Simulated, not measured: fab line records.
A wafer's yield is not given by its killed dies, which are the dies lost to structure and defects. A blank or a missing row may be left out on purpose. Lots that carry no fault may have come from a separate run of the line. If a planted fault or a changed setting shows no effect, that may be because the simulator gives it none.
Struck lot and sound lot, side by side + flow gf180mcu + 43 out of 602 route steps
Sound: the wafers L414.1, L414.3, L414.4. Struck: wafer L408.6; the same lot's L408.5 was not struck, so it is left out; see the end for the cause.
Each step with rows lists, per side, the tool, then ch with its chambers, then its first start. Under that, the readings that differ: sound wafers + struck wafers + difference of the means + sigmas: that difference in standard deviations of wafers without a fault.
alike: a reading whose means differ by less than 2 such deviations, as well as words and numbers matching on both sides. not compared: withheld readings; readings where some wafer has no value; bounds like >300 that might hide an equal value; numbers whose values overlap and for which the record gives no deviation.
A row with sigmas, a row that says differs or no value, or rows on one side alone: a step with any of these is where the two part. Non-overlapping numbers with no deviation appear without sigmas and do not part them. A reading that every wafer of one side lacks parts them only if that side has two wafers or more.

first, 1 step without rows for these wafers: GF_NWELL_IMPLANT_09.
GF_NWELL_STRIP_10: strips in O2/N2.
  sound on plasma_asher-01 ch 0,1, day 7 12:41; struck on plasma_asher-02 ch 1, day 6 01:34
| reading            | sound       | struck | difference | sigmas |
|--------------------|-------------|--------|------------|--------|
| heater_power_w (W) | 309 358 315 | 292    | -35        | -2     |
  alike: drypump_motor_current_A, oes_product_au, strip_time_to_endpoint_s
  not compared: rf_hours_counter_h
GF_NWELL_TW_MEAS_11:
  struck on film_metro-04, day 6 01:38; sound on film_metro-04, day 7 12:47
  alike: NWELL_TW
then, 7 steps without rows for these wafers: GF_LVPWELL_DEHYDRATE_00 (time 60 s); GF_LVPWELL_HMDS_01 (prime time 60 s); GF_LVPWELL_COAT_02 (resist thk 3000 nm); GF_LVPWELL_SOFTBAKE_03; GF_LVPWELL_EXPOSE_04 (exposes mask LVPWELL, target cd 600 nm); GF_LVPWELL_PEB_05; GF_LVPWELL_DEVELOP_06 (develop time 60 s).
GF_LVPWELL_OVL_MEAS_07:
  struck on overlay-02, day 6 16:44; sound on overlay-01, day 8 03:59
| reading          | sound          | struck | difference | sigmas |
|------------------|----------------|--------|------------|--------|
| LVPWELL_OVL (nm) | -2.8 -0.9 -2.8 | 0.9    | +3.1       | +2     |
following that, these wafers have no rows for 1 step: GF_LVPWELL_IMPLANT_08.
GF_LVPWELL_IMPLANT_09:
  sound on implanter-04 ch 0, day 8 04:11; struck on implanter-01 ch 0, day 6 16:59
| reading            | sound            | struck | difference | sigmas |
|--------------------|------------------|--------|------------|--------|
| beam_on_s (s)      | 10.08 9.60 10.08 | 11.77  | +1.85      | +10    |
| faraday_current_uA | 28.0 29.1 27.9   | 23.9   | -4.4       | -9     |
  alike: dose_ions_cm2
GF_LVPWELL_STRIP_10: strips in O2/N2.
  sound on plasma_asher-03 ch 0,1, day 8 04:20; struck on plasma_asher-03 ch 0, day 6 17:06
  alike: drypump_motor_current_A, heater_power_w, oes_product_au, strip_time_to_endpoint_s
  not compared: rf_hours_counter_h
GF_LVPWELL_TW_MEAS_11:
  struck on film_metro-03, day 6 17:11; sound on film_metro-04, day 8 04:26
| reading    | sound       | struck | difference | sigmas |
|------------|-------------|--------|------------|--------|
| LVPWELL_TW | 552 549 550 | 561    | +11        | +3     |
then, 7 steps without rows for these wafers: GF_MVSD_DEHYDRATE_00 (time 60 s); GF_MVSD_HMDS_01 (prime time 60 s); GF_MVSD_COAT_02 (resist thk 3000 nm); GF_MVSD_SOFTBAKE_03; GF_MVSD_EXPOSE_04 (exposes mask MVSD, target cd 1000 nm); GF_MVSD_PEB_05; GF_MVSD_DEVELOP_06 (develop time 60 s).
GF_MVSD_OVL_MEAS_07:
  struck on overlay-02, day 7 08:14; sound on overlay-01, day 8 20:46
| reading       | sound          | struck | difference | sigmas |
|---------------|----------------|--------|------------|--------|
| MVSD_OVL (nm) | -1.0 -1.2 -0.5 | 1.4    | +2.3       | +2     |
then, 2 steps without rows for these wafers: GF_MVSD_IMPLANT_08; GF_MVSD_IMPLANT_09.
GF_MVSD_STRIP_10: strips in O2/N2.
  sound on plasma_asher-03 ch 0,1, day 8 21:05; struck on plasma_asher-02 ch 0, day 7 08:37
  alike: drypump_motor_current_A, heater_power_w, oes_product_au, strip_time_to_endpoint_s
  not compared: rf_hours_counter_h
GF_MVSD_TW_MEAS_11:
  struck on film_metro-02, day 7 08:41; sound on film_metro-04, day 8 21:11
| reading | sound          | struck | difference | sigmas |
|---------|----------------|--------|------------|--------|
| MVSD_TW | 1548 1558 1560 | 1579   | +24        | +2     |
then, 7 steps without rows for these wafers: GF_MVPSD_DEHYDRATE_00 (time 60 s); GF_MVPSD_HMDS_01 (prime time 60 s); GF_MVPSD_COAT_02 (resist thk 3000 nm); GF_MVPSD_SOFTBAKE_03; GF_MVPSD_EXPOSE_04 (exposes mask MVPSD, target cd 1000 nm); GF_MVPSD_PEB_05; GF_MVPSD_DEVELOP_06 (develop time 60 s).
GF_MVPSD_OVL_MEAS_07:
  struck on overlay-02, day 8 00:58; sound on overlay-01, day 9 13:40
  alike: MVPSD_OVL
then, 2 steps without rows for these wafers: GF_MVPSD_IMPLANT_08; GF_MVPSD_IMPLANT_09.
GF_MVPSD_STRIP_10: strips in O2/N2.
  sound on plasma_asher-03 ch 0,1, day 9 13:59; struck on plasma_asher-04 ch 1, day 8 01:20
| reading                     | sound       | struck | difference | sigmas |
|-----------------------------|-------------|--------|------------|--------|
| drypump_motor_current_A (A) | 6.6 5.5 6.6 | 4.9    | -1.3       | -2     |
  alike: heater_power_w, oes_product_au, strip_time_to_endpoint_s
  not compared: rf_hours_counter_h
GF_MVPSD_TW_MEAS_11:
  struck on film_metro-03, day 8 01:25; sound on film_metro-02, day 9 14:05
  alike: MVPSD_TW
then, 3 steps without rows for these wafers: GF_VT_IMPLANT_DEHYDRATE_00 (time 60 s); GF_VT_IMPLANT_HMDS_01 (prime time 60 s); GF_VT_IMPLANT_COAT_02 (resist thk 1000 nm).
-- the record jumps here: 3 days lie between the struck wafers' starts before and after --
GF_VT_IMPLANT_RS_MEAS_48: a four-point-probe measurement.
  struck on film_metro-04, day 10 22:01; sound on film_metro-04, day 12 17:28
| reading             | sound          | struck | difference | sigmas |
|---------------------|----------------|--------|------------|--------|
| LVPWELL_RS (ohm/sq) | 1196 1196 1194 | 1170   | -25        | -8     |

WHERE THEY PART
Last at GF_VT_IMPLANT_RS_MEAS_48 as far as this record goes, first at GF_NWELL_STRIP_10.

WHY: what had been put in by the simulator
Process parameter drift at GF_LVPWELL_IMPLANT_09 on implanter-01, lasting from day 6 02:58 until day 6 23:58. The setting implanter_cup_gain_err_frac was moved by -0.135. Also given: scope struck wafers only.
